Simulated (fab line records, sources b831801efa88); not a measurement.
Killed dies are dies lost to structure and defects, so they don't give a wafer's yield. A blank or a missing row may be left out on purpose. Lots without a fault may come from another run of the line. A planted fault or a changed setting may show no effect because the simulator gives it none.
Which tool did it? | flow gf180mcu | 14 lots, 42 wafers sampled, at 2 steps of a route of 602

WHAT THE GAUGES READ, wafer by wafer
GF_M4_RS_MEAS_05: measures by four-point-probe. Usual: M4_ALCU_RS 0.0696 ohm/sq, standard deviation 0.00075.
lot  | measured     | on            | M4_ALCU_RS (ohm/sq)  | flag
L662 | day 22 07:34 | film_metro-01 | 0.0689 0.0695 0.0695 |
L664 | day 23 04:53 | film_metro-01 | 0.0705 0.0710 0.0704 |
L665 | day 23 13:26 | film_metro-01 | 0.0698 0.0699 0.0701 |
L666 | day 24 09:20 | film_metro-04 | 0.0705 0.0702 0.0703 |
L667 | day 24 14:47 | film_metro-01 | 0.0690 0.0703 0.0705 |
L668 | day 25 06:25 | film_metro-04 | 0.0700 0.0687 0.0702 |
L669 | day 25 10:12 | film_metro-04 | 0.0696 0.0694 0.0703 |
L670 | day 25 12:19 | film_metro-03 | 0.0705 0.0687 0.0696 |
L673 | day 26 13:58 | film_metro-01 | 0.0701 0.0700 0.0706 |
L674 | day 26 19:47 | film_metro-04 | 0.0690 0.0683 0.0678 |
L675 | day 27 00:06 | film_metro-01 | 0.0691 0.0682 0.0696 |
L680 | day 28 12:46 | film_metro-01 | 0.0694 0.0696 0.0695 |
L681 | day 28 20:25 | film_metro-04 | 0.0698 0.0687 0.0691 |
L685 | day 29 16:35 | film_metro-01 | 0.0688 0.0696 0.0687 |

WHICH TOOL RAN EACH LOT (tool, then ch and the chambers of the sampled wafers, then the start)
lot  | GF_V3_STRIP_18
L662 | plasma_asher-02 ch 0,1, day 22 06:04
L664 | plasma_asher-03 ch 0,1, day 23 03:26
L665 | plasma_asher-01 ch 0,1, day 23 11:58
L666 | plasma_asher-01 ch 0,1, day 24 07:46
L667 | plasma_asher-01 ch 0,1, day 24 13:08
L668 | plasma_asher-01 ch 0,1, day 25 04:55
L669 | plasma_asher-01 ch 0,1, day 25 08:44
L670 | plasma_asher-03 ch 0,1, day 25 10:52
L673 | plasma_asher-02 ch 0,1, day 26 12:26
L674 | plasma_asher-02 ch 0,1, day 26 18:14
L675 | plasma_asher-02 ch 0,1, day 26 22:38
L680 | plasma_asher-03 ch 0,1, day 28 11:19
L681 | plasma_asher-02 ch 0,1, day 28 18:58
L685 | plasma_asher-03 ch 0,1, day 29 15:08
- GF_V3_STRIP_18: strips in O2/N2.

WHAT THE TOOLS THEMSELVES READ (means of the sampled wafers that have a number; where no wafer has one, the mark that the record gives instead)
GF_V3_STRIP_18. Usual: drypump_motor_current_A 5.6 A, standard deviation 0.4; heater_power_w 319 W, standard deviation 28; oes_product_au 0.591 a.u., standard deviation 0.0052.
lot  | tool            | drypump_motor_current_A (A) | heater_power_w (W) | oes_product_au (a.u.) | flag
L662 | plasma_asher-02 | 5.9                         | 334                | 0.588                 |
L664 | plasma_asher-03 | 5.6                         | 303                | 0.591                 |
L665 | plasma_asher-01 | 5.8                         | 308                | 0.588                 |
L666 | plasma_asher-01 | 5.6                         | 329                | 0.590                 |
L667 | plasma_asher-01 | 5.8                         | 310                | 0.587                 |
L668 | plasma_asher-01 | 5.8                         | 305                | 0.593                 |
L669 | plasma_asher-01 | 5.8                         | 310                | 0.589                 |
L670 | plasma_asher-03 | 5.3                         | 320                | 0.591                 |
L673 | plasma_asher-02 | 5.9                         | 336                | 0.594                 |
L674 | plasma_asher-02 | 5.8                         | 335                | 0.588                 |
L675 | plasma_asher-02 | 5.7                         | 326                | 0.588                 |
L680 | plasma_asher-03 | 5.3                         | 320                | 0.593                 |
L681 | plasma_asher-02 | 5.7                         | 321                | 0.591                 |
L685 | plasma_asher-03 | 5.6                         | 299                | 0.586                 |

THE ANSWER, worked out from the rows above alone
Rule: a lot is off if the mean of its wafers that have a number lies more than 3 standard deviations from the usual mean. A lot without any number at a reading at which 4 lots or more have one is off too. The other lots that the step has rows for count as sound. The gauges are gone through in route order, then the tools' own readings, and for those a lot's mean is taken as printed above. The first step at which some lot is off is used, and at that step the reading that is off furthest; a lot without a number counts as furthest.
No lot is off at any reading shown: from this, nothing can be told.

WHAT THE SIMULATOR HAD PUT IN
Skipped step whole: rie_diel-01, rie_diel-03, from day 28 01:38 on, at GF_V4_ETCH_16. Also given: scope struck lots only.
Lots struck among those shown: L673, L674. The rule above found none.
